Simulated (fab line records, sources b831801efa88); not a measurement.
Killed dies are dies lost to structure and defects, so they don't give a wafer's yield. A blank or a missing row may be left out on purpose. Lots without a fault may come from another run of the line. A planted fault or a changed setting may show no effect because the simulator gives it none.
fab line records | flow sky130
record lots=5 wafers=15 last_day=50
route steps=708 shown RES_PROTECT@208 POLY_GATE@213 LDD_N@237
lots that met no fault: from a run of the same line without faults
start_h: hours from the record's first day to the start of the lot's first wafer shown | wait_h: hours since the lot's step before | " the same as in the row above | L1.1+2: a row that stands for several wafers | - no value, or no start given | * or withheld: withheld | < > ~ a bound
route shown NAME@n: a module of which the file shows steps, and the number in the route of the first | usual: mean/standard deviation of fault-free wafers | same: alike in all rows | chamber/n: place in a boat | sites: the reading at each site | _std_site: their standard deviation | _edge_site: outer sites' mean less inner sites' | radius_mm: how far each site lies from the wafer's centre | mask NAME#n: copy n | behind: the tool/chamber that last shaped the wafer | hold: why the lot was held/for how many hours/how that ended | device: the transistor (n, p or np) that didn't switch | end of line: the same wafers' tests at the end of the route | a step without rows: its recipe alone | killed: dies lost to structure and defects at the first sort, not the wafer's yield | map: a wafer's dies, x killed, . not, _ none there
set.NAME: the setting as run; set.NAME@STEP: as run at that earlier step | model.NAME: the simulator's own value behind a step, which no gauge read
lots at some steps of the route; a table a step, a row a wafer
services: from which hour (start_h, from the record's first day; less than 0 if before it) a tool's chamber was out of use, for how many hours, and why
## steps
# step SKY_RES_PROTECT_COAT_02
# recipe resist=NOVOLAK spin_rpm=3000 resist_thk_nm=1140
# usual resist_line_temp_C=23.00/0.097
# columns lot.wafer tool chamber start_h wait_h resist_line_temp_C
L077.1 litho_track-02 0 354.14 0.1 22.87
L077.2 " 0 " " 23.01
L077.6 " 0 " " 22.88
L085.1 litho_track-04 0 423.21 0.1 22.85
L085.2 " 0 " " 23.07
L085.4 " 0 " " 23.10
L087.1 litho_track-02 0 434.24 0.1 23.00
L087.3 " 0 " " 23.01
L087.4 " 0 " " 22.95
L092.1 litho_track-02 0 470.49 0.1 22.99
L092.3 " 0 " " 23.04
L092.6 " 0 " " 23.01
L096.2 litho_track-01 0 536.33 0.1 22.75
L096.4 " 0 " " 22.86
L096.6 " 0 " " 22.95
# step SKY_RES_PROTECT_SOFTBAKE_03
# recipe temp_c=88.93 time_s=60 resist=NOVOLAK
# usual resist_line_temp_C=22.99/0.12
# columns lot.wafer tool chamber start_h wait_h resist_line_temp_C
L077.1 litho_track-02 0 354.29 0.1 22.92
L077.2 " 0 " " 23.12
L077.6 " 0 " " 23.06
L085.1 litho_track-04 0 423.36 0.1 22.93
L085.2 " 0 " " 22.96
L085.4 " 0 " " 22.93
L087.1 litho_track-02 0 434.39 0.1 23.13
L087.3 " 0 " " 23.26
L087.4 " 0 " " 23.00
L092.1 litho_track-02 0 470.64 0.1 23.02
L092.3 " 0 " " 23.15
L092.6 " 0 " " 23.05
L096.2 litho_track-01 0 536.48 0.1 23.12
L096.4 " 0 " " 23.21
L096.6 " 0 " " 22.98
# step SKY_RES_PROTECT_EXPOSE_04
# recipe mask_id=RPM na=0.6 source_shape=conventional sigma_outer=0.6 polarization=unpolarized target_cd_nm=1270 dose_mj=131
# usual focus_offset_nm=0.0/0.59
# columns lot.wafer tool chamber start_h wait_h mask focus_offset_nm
L077.1 iline_stepper-02 0 - - RPM#0 0.1
L077.2 " 0 " " RPM#0 0.3
L077.6 " 0 " " RPM#0 -0.3
L085.1 iline_stepper-01 0 - - RPM#0 0.7
L085.2 " 0 " " RPM#0 -1.1
L085.4 " 0 " " RPM#0 -0.3
L087.1 iline_stepper-02 0 - - RPM#0 -0.2
L087.3 " 0 " " RPM#0 -0.5
L087.4 " 0 " " RPM#0 0.1
L092.1 iline_stepper-01 0 - - RPM#0 0.5
L092.3 " 0 " " RPM#0 -0.1
L092.6 " 0 " " RPM#0 0.4
L096.2 iline_stepper-01 0 - - RPM#0 -0.5
L096.4 " 0 " " RPM#0 -1.3
L096.6 " 0 " " RPM#0 -1.1
# step SKY_RES_PROTECT_PEB_05
# recipe temp_c=withheld time_s=* resist=NOVOLAK
# usual resist_line_temp_C=*
# columns lot.wafer tool chamber start_h wait_h resist_line_temp_C
L077.1 litho_track-01 0 - - *
L077.2 " 0 " " *
L077.6 " 0 " " *
L085.1 litho_track-02 0 - - *
L085.2 " 0 " " *
L085.4 " 0 " " *
L087.1 litho_track-02 0 - - *
L087.3 " 0 " " *
L087.4 " 0 " " *
L092.1 litho_track-01 0 - - *
L092.3 " 0 " " *
L092.6 " 0 " " *
L096.2 litho_track-02 0 - - *
L096.4 " 0 " " *
L096.6 " 0 " " *
# step SKY_RES_PROTECT_DEVELOP_06
# recipe resist=NOVOLAK developer=TMAH develop_time_s=60 dev_temp_c=23
# usual developer_temp_C=22.97/0.11 resist_line_temp_C=23.01/0.12
# columns lot.wafer tool chamber start_h wait_h developer_temp_C resist_line_temp_C
L077.1 litho_track-01 0 368.70 0.1 22.91 22.94
L077.2 " 0 " " 22.90 22.93
L077.6 " 0 " " 22.90 22.80
L085.1 litho_track-02 0 437.54 0.1 22.90 22.90
L085.2 " 0 " " 22.97 22.95
L085.4 " 0 " " 22.97 22.97
L087.1 litho_track-02 0 448.34 0.1 22.88 22.81
L087.3 " 0 " " 22.83 22.99
L087.4 " 0 " " 22.86 23.02
L092.1 litho_track-01 0 487.30 0.1 23.01 22.96
L092.3 " 0 " " 22.70 23.06
L092.6 " 0 " " 22.94 22.99
L096.2 litho_track-02 0 552.26 0.1 22.81 23.10
L096.4 " 0 " " 23.06 23.04
L096.6 " 0 " " 22.92 23.04
# step SKY_POLY_GATE_IMPLANT_02
# recipe species=P energy_kev=30 dose_cm2=7.7e+15 tilt_deg=0
# usual beam_on_s=32.4/1.4
# columns lot.wafer tool chamber start_h wait_h beam_on_s
L077.1 implanter-04 0 368.85 0.1 32.4
L077.2 " 0 " " 32.3
L077.6 " 0 " " 32.9
L085.1 implanter-04 0 437.69 0.1 31.7
L085.2 " 0 " " 31.3
L085.4 " 0 " " 32.3
L087.1 implanter-04 0 448.49 0.1 30.9
L087.3 " 0 " " 32.3
L087.4 " 0 " " 33.4
L092.1 implanter-04 0 487.45 0.1 31.6
L092.3 " 0 " " 31.6
L092.6 " 0 " " 31.5
L096.2 implanter-02 0 552.42 0.1 34.5
L096.4 " 0 " " 34.9
L096.6 " 0 " " 35.9
# step SKY_RES_PROTECT_STRIP_07
# recipe chemistry=O2/N2 power_w=1400 pressure_mtorr=1500 platen_temp_c=withheld o2_flow_sccm=3000 n2_flow_sccm=300 overash_fraction=0.5
# usual drypump_motor_current_A=5.7/0.41 oes_product_au=0.519/0.0044 strip_time_to_endpoint_s=23.32/0.038
# columns lot.wafer tool chamber start_h wait_h drypump_motor_current_A oes_product_au rf_hours_counter_h strip_time_to_endpoint_s
L077.1 plasma_asher-04 0 369.00 0.1 5.9 0.513 56 23.31
L077.2 " 1 " " 6.2 0.526 56 23.29
L077.6 " 1 " " 6.2 0.516 - 23.25
L085.1 plasma_asher-01 1 437.84 0.1 5.0 0.526 34 23.40
L085.2 " 0 " " 5.5 0.525 34 23.33
L085.4 " 0 " " 5.5 0.524 - 23.36
L087.1 plasma_asher-04 1 448.64 0.1 6.2 0.518 66 23.37
L087.3 " 0 " " 5.8 0.517 - 23.37
L087.4 " 1 " " 6.2 0.524 - 23.38
L092.1 plasma_asher-01 0 487.60 0.1 5.5 0.517 40 23.32
L092.3 " 1 " " 5.0 0.516 - 23.34
L092.6 " 0 " " 5.6 0.511 - 23.27
L096.2 plasma_asher-04 0 552.54 0.1 5.9 0.519 76 23.35
L096.4 " 1 " " 6.2 0.521 - 23.33
L096.6 " 0 " " 5.9 0.513 - 23.39
# step SKY_RES_PROTECT_TW_MEAS_08
# usual POLY_GATE_TW=4045/30
# columns lot.wafer tool chamber start_h wait_h POLY_GATE_TW
L077.1 film_metro-03 - 369.10 0.1 4048
L077.2 " - " " 4054
L077.6 " - " " 4054
L085.1 film_metro-03 - 437.94 0.1 4074
L085.2 " - " " 4073
L085.4 " - " " 4082
L087.1 film_metro-02 - 448.74 0.1 4069
L087.3 " - " " 4050
L087.4 " - " " 4052
L092.1 film_metro-04 - 487.70 0.1 4004
L092.3 " - " " 3985
L092.6 " - " " 4023
L096.2 film_metro-02 - 552.65 0.1 4025
L096.4 " - " " 4059
L096.6 " - " " 4037
# step SKY_RES_PROTECT_CLEAN_09
# recipe chemistry=SC1/SC2 mix=1:4:20 temp_c=70 time_s=150 dry=n2_spin
# columns lot.wafer tool chamber start_h wait_h
L077.1+2+6 wet_bench-02 3 369.16 0.1
L085.1+2+4 wet_bench-03 0 438.00 0.1
L087.1+3+4 wet_bench-01 1 448.80 0.1
L092.1+3+6 wet_bench-03 2 487.76 0.1
L096.2+4+6 wet_bench-02 0 552.70 0.0
# step SKY_POLY_GATE_CVD_03
# recipe material=Si3N4 precursor=DCS/NH3 target_thk_nm=75 temp_c=770 time_s=1290 pressure_mtorr=250
# usual zone_power_lower_pct=12.9/0.82
# columns lot.wafer tool chamber start_h wait_h zone_power_lower_pct
L077.1 lpcvd-02 1 369.39 0.2 11.4
L077.2 " 1 " " 11.5
L077.6 " 1 " " 11.4
L085.1 lpcvd-02 0 455.56 17.5 13.3
L085.2 " 0 " " 13.5
L085.4 " 0 " " 13.4
L087.1 lpcvd-02 0 455.56 6.7 13.4
L087.3 " 0 " " 13.5
L087.4 " 0 " " 13.3
L092.1 lpcvd-02 1 487.81 0.0 11.5
L092.3 " 1 " " 11.5
L092.6 " 1 " " 11.3
L096.2 lpcvd-02 0 552.97 0.2 13.4
L096.4 " 0 " " 13.5
L096.6 " 0 " " 13.2
# step SKY_POLY_GATE_THK_MEAS_04
# recipe reads=Si3N4_of_POLY_GATE_CVD_03
# usual POLY_GATE_CVD_03_THK=75.5/0.65
# columns lot.wafer tool chamber start_h wait_h POLY_GATE_CVD_03_THK[nm]
L077.1 film_metro-03 - 370.75 0.0 75.2
L077.2 " - " " 75.2
L077.6 " - " " 74.5
L085.1 film_metro-01 - 457.04 0.1 75.5
L085.2 " - " " 75.6
L085.4 " - " " 76.4
L087.1 film_metro-04 - 457.10 0.2 74.8
L087.3 " - " " 75.7
L087.4 " - " " 75.0
L092.1 film_metro-04 - 489.17 0.0 75.2
L092.3 " - " " 75.7
L092.6 " - " " 75.6
L096.2 film_metro-03 - 554.34 0.0 74.4
L096.4 " - " " 74.6
L096.6 " - " " 74.5
# step SKY_POLY_GATE_DEHYDRATE_05
# recipe temp_c=200 time_s=60
# usual resist_line_temp_C=22.99/0.1
# columns lot.wafer tool chamber start_h wait_h resist_line_temp_C
L077.1 litho_track-01 0 383.75 13.0 22.82
L077.2 " 0 " " 22.84
L077.6 " 0 " " 22.83
L085.1 litho_track-01 0 472.00 15.0 22.92
L085.2 " 0 " " 23.05
L085.4 " 0 " " 22.89
L087.1 litho_track-04 0 472.66 15.6 23.10
L087.3 " 0 " " 23.03
L087.4 " 0 " " 22.88
L092.1 litho_track-04 0 502.51 13.3 23.00
L092.3 " 0 " " 22.98
L092.6 " 0 " " 22.95
L096.2 litho_track-04 0 568.74 14.4 22.95
L096.4 " 0 " " 23.12
L096.6 " 0 " " 23.08
# step SKY_POLY_GATE_HMDS_06
# recipe prime_time_s=60 prime_temp_c=120
# usual resist_line_temp_C=22.99/0.094
# columns lot.wafer tool chamber start_h wait_h resist_line_temp_C
L077.1 litho_track-01 0 383.90 0.1 23.06
L077.2 " 0 " " 23.00
L077.6 " 0 " " 22.87
L085.1 litho_track-01 0 472.15 0.1 23.15
L085.2 " 0 " " 23.02
L085.4 " 0 " " 23.07
L087.1 litho_track-04 0 472.81 0.1 23.10
L087.3 " 0 " " 22.87
L087.4 " 0 " " 23.11
L092.1 litho_track-04 0 502.66 0.1 23.11
L092.3 " 0 " " 22.94
L092.6 " 0 " " 23.00
L096.2 litho_track-04 0 568.89 0.1 23.03
L096.4 " 0 " " 23.16
L096.6 " 0 " " 23.10
# step SKY_POLY_GATE_COAT_07
# recipe resist=BARC temp_c=withheld time_s=withheld spin_rpm=3000 resist_thk_nm=110
# usual resist_line_temp_C=*
# columns lot.wafer tool chamber start_h wait_h resist_line_temp_C
L077.1 litho_track-01 0 384.05 0.1 *
L077.2 " 0 " " *
L077.6 " 0 " " *
L085.1 litho_track-01 0 472.30 0.1 *
L085.2 " 0 " " *
L085.4 " 0 " " *
L087.1 litho_track-04 0 472.96 0.1 *
L087.3 " 0 " " *
L087.4 " 0 " " *
L092.1 litho_track-04 0 502.81 0.1 *
L092.3 " 0 " " *
L092.6 " 0 " " *
L096.2 litho_track-04 0 569.04 0.1 *
L096.4 " 0 " " *
L096.6 " 0 " " *
# step SKY_POLY_GATE_COAT_08
# recipe resist=KrF-thick spin_rpm=3000 resist_thk_nm=450
# usual resist_line_temp_C=23.03/0.092
# columns lot.wafer tool chamber start_h wait_h resist_line_temp_C
L077.1 litho_track-01 0 - - 23.13
L077.2 " 0 " " 23.03
L077.6 " 0 " " 23.00
L085.1 litho_track-01 0 - - 22.90
L085.2 " 0 " " 22.88
L085.4 " 0 " " 22.94
L087.1 litho_track-04 0 - - 22.91
L087.3 " 0 " " 23.04
L087.4 " 0 " " 23.02
L092.1 litho_track-04 0 - - 23.04
L092.3 " 0 " " 23.12
L092.6 " 0 " " 23.09
L096.2 litho_track-04 0 - - 23.07
L096.4 " 0 " " 22.87
L096.6 " 0 " " 23.08
# step SKY_POLY_GATE_SOFTBAKE_09
# recipe temp_c=100 time_s=90 resist=KrF-thick
# usual resist_line_temp_C=23.00/0.094
# columns lot.wafer tool chamber start_h wait_h resist_line_temp_C
L077.1 litho_track-01 0 - - 23.01
L077.2 " 0 " " 22.97
L077.6 " 0 " " 23.11
L085.1 litho_track-01 0 - - 23.06
L085.2 " 0 " " 23.12
L085.4 " 0 " " 23.01
L087.1 litho_track-04 0 - - 23.04
L087.3 " 0 " " 23.09
L087.4 " 0 " " 23.01
L092.1 litho_track-04 0 - - 22.99
L092.3 " 0 " " 22.91
L092.6 " 0 " " 22.84
L096.2 litho_track-04 0 - - 22.91
L096.4 " 0 " " 23.01
L096.6 " 0 " " 22.92
# step SKY_POLY_GATE_EXPOSE_10
# recipe mask_id=P1M na=0.68 source_shape=conventional sigma_outer=0.6 target_cd_nm=150 dose_mj=28
# usual focus_offset_nm=-0.1/0.53
# columns lot.wafer tool chamber start_h wait_h mask focus_offset_nm
L077.1 krf_scanner-01 0 - - P1M#0 -0.7
L077.2 " 0 " " P1M#0 -0.9
L077.6 " 0 " " P1M#0 -0.7
L085.1 krf_scanner-01 0 - - P1M#0 0.9
L085.2 " 0 " " P1M#0 0.6
L085.4 " 0 " " P1M#0 0.4
L087.1 krf_scanner-01 0 - - P1M#0 0.0
L087.3 " 0 " " P1M#0 -1.2
L087.4 " 0 " " P1M#0 0.1
L092.1 krf_scanner-01 0 - - P1M#0 0.6
L092.3 " 0 " " P1M#0 0.4
L092.6 " 0 " " P1M#0 0.9
L096.2 krf_scanner-02 0 - - P1M#0 0.6
L096.4 " 0 " " P1M#0 -0.1
L096.6 " 0 " " P1M#0 0.4
# step SKY_POLY_GATE_PEB_11
# recipe peb_temp_c=withheld peb_time_s=withheld resist=KrF-thick
# usual resist_line_temp_C=*
# columns lot.wafer tool chamber start_h wait_h resist_line_temp_C
L077.1 litho_track-04 0 - - *
L077.2 " 0 " " *
L077.6 " 0 " " *
L085.1 litho_track-03 0 - - *
L085.2 " 0 " " *
L085.4 " 0 " " *
L087.1 litho_track-03 0 - - *
L087.3 " 0 " " *
L087.4 " 0 " " *
L092.1 litho_track-03 0 - - *
L092.3 " 0 " " *
L092.6 " 0 " " *
L096.2 litho_track-01 0 - - *
L096.4 " 0 " " *
L096.6 " 0 " " *
# step SKY_POLY_GATE_DEVELOP_12
# recipe develop_time_s=60 resist=KrF-thick dev_temp_c=21
# usual developer_temp_C=20.99/0.11 resist_line_temp_C=23.01/0.1
# columns lot.wafer tool chamber start_h wait_h developer_temp_C resist_line_temp_C
L077.1 litho_track-04 0 - - 20.93 22.93
L077.2 " 0 " " 21.06 22.88
L077.6 " 0 " " 20.90 22.99
L085.1 litho_track-03 0 - - 20.89 22.91
L085.2 " 0 " " 20.98 23.07
L085.4 " 0 " " 20.87 22.89
L087.1 litho_track-03 0 - - 20.93 23.05
L087.3 " 0 " " 21.01 23.13
L087.4 " 0 " " 20.96 22.96
L092.1 litho_track-03 0 - - 20.95 22.96
L092.3 " 0 " " 21.03 22.93
L092.6 " 0 " " 21.15 23.07
L096.2 litho_track-01 0 - - 21.08 23.13
L096.4 " 0 " " 21.02 23.00
L096.6 " 0 " " 21.05 23.19
# step SKY_POLY_GATE_CD_MEAS_13
# recipe target_cd_nm=150
# usual cd_nm=150.4/1.3
# columns lot.wafer tool chamber start_h wait_h cd_nm
L077.1 cd_sem-01 - 399.41 - 149.8
L077.2 " - " " 150.4
L077.6 " - " " 150.1
L085.1 cd_sem-01 - 488.52 - 149.6
L085.2 " - " " 149.0
L085.4 " - " " 148.9
L087.1 cd_sem-01 - 488.87 - 151.8
L087.3 " - " " 151.5
L087.4 " - " " 150.7
L092.1 cd_sem-01 - 519.42 - 149.3
L092.3 " - " " 149.3
L092.6 " - " " 151.1
L096.2 cd_sem-02 - 584.40 - 150.3
L096.4 " - " " 150.3
L096.6 " - " " 150.9
# step SKY_POLY_GATE_OVL_MEAS_14
# usual POLY_GATE_OVL=0/5.9
# columns lot.wafer tool chamber start_h wait_h POLY_GATE_OVL[nm]
L077.1 overlay-02 - 399.53 0.1 -1
L077.2 " - " " -4
L077.6 " - " " -8
L085.1 overlay-02 - 488.64 0.1 7
L085.2 " - " " 11
L085.4 " - " " 16
L087.1 overlay-02 - 488.99 0.1 8
L087.3 " - " " 7
L087.4 " - " " 3
L092.1 overlay-02 - 519.54 0.1 -7
L092.3 " - " " -2
L092.6 " - " " -11
L096.2 overlay-02 - 584.50 0.1 2
L096.4 " - " " -1
L096.6 " - " " 0
# step SKY_POLY_GATE_ETCH_15
# recipe chemistry=N2/H2 target=BARC ion_energy_ev=200 source_w=500 bias_w=100 pressure_mtorr=30 n2_flow_sccm=100 h2_flow_sccm=200 stop_on=SiO2 time_s=118.5 target_depth_a=1100
# usual drypump_motor_current_A=5.6/0.5 oes_product_au=0.716/0.0048 throttle_valve_pct=13.213/0.0093
# columns lot.wafer tool chamber start_h wait_h drypump_motor_current_A oes_product_au rf_hours_counter_h throttle_valve_pct
L077.1 rie_diel-03 1 399.57 0.0 5.2 0.721 2 13.211
L077.2 " 0 " " 5.6 0.715 29 13.220
L077.6 " 0 " " 5.6 0.711 - 13.216
L085.1 rie_diel-04 3 488.67 0.0 5.3 0.707 8 13.222
L085.2 " 0 " " 4.9 0.716 10 13.211
L085.4 " 2 " " 6.4 0.716 8 13.215
L087.1 rie_diel-02 3 489.02 0.0 5.8 0.721 7 13.221
L087.3 " 2 " " 4.8 0.718 8 13.202
L087.4 " 1 " " 5.5 0.725 - 13.196
L092.1 rie_diel-03 2 519.57 0.0 5.8 0.714 5 13.207
L092.3 " 0 " " 5.6 0.715 31 13.221
L092.6 " 2 " " 5.8 0.716 - 13.207
L096.2 rie_diel-04 0 584.53 0.0 4.9 0.715 11 13.218
L096.4 " 2 " " 6.4 0.727 9 13.200
L096.6 " 2 " " 6.4 0.711 - 13.212
# step SKY_POLY_GATE_ETCH_16
# recipe stop_on=poly-Si chemistry=CH3F/O2 target=Si3N4 source_w=400 bias_w=80 pressure_mtorr=25 ch3f_flow_sccm=40 O2_flow_sccm=30 time_s=147.5 target_depth_a=750
# usual drypump_motor_current_A=5.6/0.5 oes_product_au=0.642/0.0051 throttle_valve_pct=10.536/0.0088
# columns lot.wafer tool chamber start_h wait_h drypump_motor_current_A oes_product_au rf_hours_counter_h throttle_valve_pct
L077.1 rie_diel-03 1 399.69 0.1 5.1 0.647 2 10.539
L077.2 " 0 " " 5.6 0.641 29 10.537
L077.6 " 0 " " 5.6 0.641 - 10.548
L085.1 rie_diel-04 3 488.75 0.0 5.3 0.642 8 10.539
L085.2 " 0 " " 4.9 0.638 10 10.552
L085.4 " 2 " " 6.4 0.643 8 10.531
L087.1 rie_diel-02 3 489.10 0.0 5.8 0.640 7 10.525
L087.3 " 2 " " 4.8 0.647 8 10.531
L087.4 " 1 " " 5.5 0.639 - 10.542
L092.1 rie_diel-03 2 519.65 0.0 5.8 0.642 5 10.539
L092.3 " 0 " " 5.6 0.641 31 10.544
L092.6 " 2 " " 5.8 0.643 - 10.536
L096.2 rie_diel-04 0 584.61 0.0 4.8 0.633 11 10.529
L096.4 " 2 " " 6.4 0.640 10 10.523
L096.6 " 2 " " 6.4 0.639 - 10.533
# step SKY_POLY_GATE_ETCH_17
# recipe target_depth_nm=180 stop_on=SiO2 over_etch_frac=0.56667 chemistry=HBr/Cl2 target=poly-Si icp_w=400 bias_w=100 pressure_mtorr=10 HBr_flow_sccm=150 Cl2_flow_sccm=50 time_s=70.5
# usual drypump_motor_current_A=5.6/0.4 oes_product_au=0.984/0.0093 throttle_valve_pct=33.684/0.0091
# columns lot.wafer tool chamber start_h wait_h drypump_motor_current_A oes_product_au rf_hours_counter_h throttle_valve_pct
L077.1 rie_si-01 3 399.84 0.1 6.0 0.988 5.0 33.690
L077.2 " 1 " " 5.5 0.993 1.2 33.680
L077.6 " 3 " " 6.0 0.977 - 33.684
L085.1 rie_si-02 1 488.85 0.0 6.3 0.981 2.7 33.677
L085.2 " 2 " " 6.1 0.992 0.5 33.682
L085.4 " 0 " " 5.5 0.982 3.4 33.686
L087.1 rie_si-02 3 489.20 0.0 5.2 0.979 5.8 33.686
L087.3 " 0 " " 5.5 0.990 3.4 33.703
L087.4 " 1 " " 6.3 0.974 2.7 33.669
L092.1 rie_si-01 1 519.75 0.0 5.6 0.991 2.1 33.677
L092.3 " 0 " " 5.4 0.995 2.5 33.688
L092.6 " 3 " " 5.9 0.995 - 33.678
L096.2 rie_si-02 0 584.71 0.0 5.5 0.982 3.9 33.689
L096.4 " 2 " " 6.1 0.995 0.8 33.681
L096.6 " 3 " " 5.2 0.959 - 33.697
# step SKY_POLY_GATE_STRIP_18
# recipe chemistry=O2/N2 power_w=1400 pressure_mtorr=1500 platen_temp_c=withheld o2_flow_sccm=3000 n2_flow_sccm=300 overash_fraction=0.5
# usual drypump_motor_current_A=5.6/0.44 oes_product_au=0.361/0.005 strip_time_to_endpoint_s=3.18/0.054
# columns lot.wafer tool chamber start_h wait_h drypump_motor_current_A oes_product_au rf_hours_counter_h strip_time_to_endpoint_s
L077.1 plasma_asher-02 1 399.90 0.0 4.9 0.365 72 3.19
L077.2 " 0 " " 5.5 0.363 72 3.18
L077.6 " 1 " " 4.9 0.367 - 3.18
L085.1 plasma_asher-04 0 488.91 0.0 5.8 0.367 70 3.15
L085.2 " 1 " " 6.2 0.356 70 3.18
L085.4 " 1 " " 6.2 0.364 - 3.28
L087.1 plasma_asher-02 1 489.26 0.0 4.9 0.364 7 3.21
L087.3 " 1 " " 4.9 0.366 - 3.09
L087.4 " 0 " " 5.5 0.364 - 3.19
L092.1 plasma_asher-04 0 519.81 0.0 5.9 0.357 73 3.22
L092.3 " 0 " " 5.9 0.363 - 3.17
L092.6 " 1 " " 6.2 0.357 - 3.20
L096.2 plasma_asher-03 1 584.77 0.0 5.3 0.359 80 3.21
L096.4 " 1 " " 5.3 0.364 - 3.26
L096.6 " 1 " " 5.3 0.364 - 3.31
# step SKY_POLY_GATE_CLEAN_19
# recipe chemistry=SC1/SC2 mix=1:4:20 temp_c=70 time_s=150 dry=n2_spin
# columns lot.wafer tool chamber start_h wait_h
L077.1+2+6 wet_bench-04 0 400.00 0.1
L085.1+2+4 wet_bench-01 0 489.01 0.1
L087.1+3+4 wet_bench-03 2 489.36 0.1
L092.1+3+6 wet_bench-03 3 519.91 0.1
L096.2+4+6 wet_bench-04 3 584.87 0.1
# step SKY_POLY_GATE_OXIDATION_20
# recipe temp_c=850 ambient=O2 stabilise_s=600 purge_s=300 target_thk_a=40 ox_time_s=899
# usual zone_power_lower_pct=16.0/0.55
# same ox_time_s=899
# columns lot.wafer tool chamber start_h wait_h zone_power_lower_pct
L077.1 furnace-02 0 401.48 1.4 15.6
L077.2 " 0 " " 15.8
L077.6 " 0 " " 15.6
L085.1 furnace-02 0 489.38 0.3 15.6
L085.2 " 0 " " 15.6
L085.4 " 0 " " 15.4
L087.1 furnace-01 0 490.04 0.6 16.8
L087.3 " 0 " " 16.7
L087.4 " 0 " " 16.7
L092.1 furnace-02 0 520.26 0.3 15.4
L092.3 " 0 " " 15.6
L092.6 " 0 " " 15.4
L096.2 furnace-01 0 585.75 0.8 16.6
L096.4 " 0 " " 16.4
L096.6 " 0 " " 16.6
# step SKY_POLY_GATE_THK_MEAS_21
# recipe reads=SiO2_of_POLY_GATE_OXIDATION_20
# usual POLY_GATE_OXIDATION_THK=4.01/0.075
# columns lot.wafer tool chamber start_h wait_h POLY_GATE_OXIDATION_THK[nm]
L077.1 film_metro-03 - 402.76 0.0 4.00
L077.2 " - " " 4.01
L077.6 " - " " 3.96
L085.1 film_metro-04 - 490.75 0.1 4.01
L085.2 " - " " 4.05
L085.4 " - " " 4.03
L087.1 film_metro-03 - 491.29 0.0 3.91
L087.3 " - " " 3.96
L087.4 " - " " 3.94
L092.1 film_metro-03 - 521.51 0.0 3.90
L092.3 " - " " 3.90
L092.6 " - " " 3.90
L096.2 film_metro-01 - 587.01 0.0 3.99
L096.4 " - " " 4.05
L096.6 " - " " 4.04
# step SKY_POLY_GATE_CD_MEAS_22
# usual cd_nm=149/3.3
# columns lot.wafer tool chamber start_h wait_h cd_nm
L077.1 cd_sem-02 - 402.82 0.1 151
L077.2 " - " " 146
L077.6 " - " " 146
L085.1 cd_sem-02 - 491.03 0.3 146
L085.2 " - " " 146
L085.4 " - " " 148
L087.1 cd_sem-02 - 491.35 0.1 153
L087.3 " - " " 147
L087.4 " - " " 149
L092.1 cd_sem-01 - 521.57 0.1 154
L092.3 " - " " 142
L092.6 " - " " 156
L096.2 cd_sem-02 - 587.08 0.1 144
L096.4 " - " " 152
L096.6 " - " " 155
# step SKY_LDD_N_DEHYDRATE_00
# recipe temp_c=200 time_s=60
# usual resist_line_temp_C=23.01/0.089
# columns lot.wafer tool chamber start_h wait_h resist_line_temp_C
L077.1 litho_track-04 0 416.91 14.1 23.02
L077.2 " 0 " " 23.23
L077.6 " 0 " " 23.10
L085.1 litho_track-04 0 505.81 14.8 23.04
L085.2 " 0 " " 22.83
L085.4 " 0 " " 23.04
L087.1 litho_track-03 0 506.07 14.7 23.16
L087.3 " 0 " " 23.13
L087.4 " 0 " " 22.90
L092.1 litho_track-03 0 535.32 13.7 22.94
L092.3 " 0 " " 22.88
L092.6 " 0 " " 23.06
L096.2 litho_track-04 0 601.04 13.9 22.90
L096.4 " 0 " " 23.04
L096.6 " 0 " " 22.92
# step SKY_LDD_N_HMDS_01
# recipe prime_time_s=60 prime_temp_c=120
# usual resist_line_temp_C=23.00/0.11
# columns lot.wafer tool chamber start_h wait_h resist_line_temp_C
L077.1 litho_track-04 0 417.06 0.1 22.96
L077.2 " 0 " " 22.95
L077.6 " 0 " " 22.86
L085.1 litho_track-04 0 505.96 0.1 22.92
L085.2 " 0 " " 23.12
L085.4 " 0 " " 23.02
L087.1 litho_track-03 0 506.22 0.1 22.96
L087.3 " 0 " " 23.16
L087.4 " 0 " " 23.16
L092.1 litho_track-03 0 535.47 0.1 22.97
L092.3 " 0 " " 22.90
L092.6 " 0 " " 22.80
L096.2 litho_track-04 0 601.19 0.1 23.06
L096.4 " 0 " " 22.97
L096.6 " 0 " " 22.80
# step SKY_LDD_N_COAT_02
# recipe resist=NOVOLAK spin_rpm=3000 resist_thk_nm=300
# usual resist_line_temp_C=22.99/0.13
# columns lot.wafer tool chamber start_h wait_h resist_line_temp_C
L077.1 litho_track-04 0 417.21 0.1 23.23
L077.2 " 0 " " 23.05
L077.6 " 0 " " 23.01
L085.1 litho_track-04 0 506.11 0.1 22.78
L085.2 " 0 " " 22.74
L085.4 " 0 " " 22.83
L087.1 litho_track-03 0 506.37 0.1 22.99
L087.3 " 0 " " 22.78
L087.4 " 0 " " 22.93
L092.1 litho_track-03 0 535.62 0.1 22.93
L092.3 " 0 " " 22.88
L092.6 " 0 " " 23.08
L096.2 litho_track-04 0 601.34 0.1 22.76
L096.4 " 0 " " 22.89
L096.6 " 0 " " 22.79
# step SKY_LDD_N_SOFTBAKE_03
# recipe temp_c=90 time_s=60 resist=NOVOLAK
# usual resist_line_temp_C=22.98/0.1
# columns lot.wafer tool chamber start_h wait_h resist_line_temp_C
L077.1 litho_track-04 0 417.36 0.1 23.03
L077.2 " 0 " " 22.98
L077.6 " 0 " " 23.01
L085.1 litho_track-04 0 506.26 0.1 22.86
L085.2 " 0 " " 22.98
L085.4 " 0 " " 22.90
L087.1 litho_track-03 0 506.52 0.1 22.95
L087.3 " 0 " " 22.97
L087.4 " 0 " " 22.92
L092.1 litho_track-03 0 535.77 0.1 23.15
L092.3 " 0 " " 23.11
L092.6 " 0 " " 23.13
L096.2 litho_track-04 0 601.49 0.1 23.01
L096.4 " 0 " " 22.95
L096.6 " 0 " " 22.91
## services
# columns tool chamber start_h hours kind
krf_scanner-01 - 332.21 0.8 pm
rie_diel-04 2 332.55 6.4 repair
iline_stepper-01 - 341.28 4.4 pm
rie_si-02 2 343.49 9.5 repair
furnace-02 - 362.90 3.1 pm
rie_diel-04 - 364.20 1.4 repair
lpcvd-02 - 375.00 2.8 pm
rie_diel-03 3 381.92 19.6 repair
rie_diel-03 2 393.09 8.3 repair
rie_si-02 - 403.80 28.1 pm
rie_diel-03 0 417.91 13.0 repair
lpcvd-02 - 425.21 28.1 pm
plasma_asher-04 - 430.45 1.8 repair
rie_diel-04 1 441.46 9.2 repair
implanter-04 - 457.13 2.2 repair
krf_scanner-01 - 462.04 1.0 pm
lpcvd-02 - 476.58 0.7 repair
krf_scanner-01 - 479.65 1.3 repair
implanter-04 - 489.83 14.7 pm
krf_scanner-01 - 501.01 0.8 pm
krf_scanner-01 - 504.04 1.3 pm
lpcvd-02 - 549.84 0.3 repair
implanter-04 - 577.77 3.9 repair
rie_diel-04 3 598.59 4.0 repair
## key
fault none
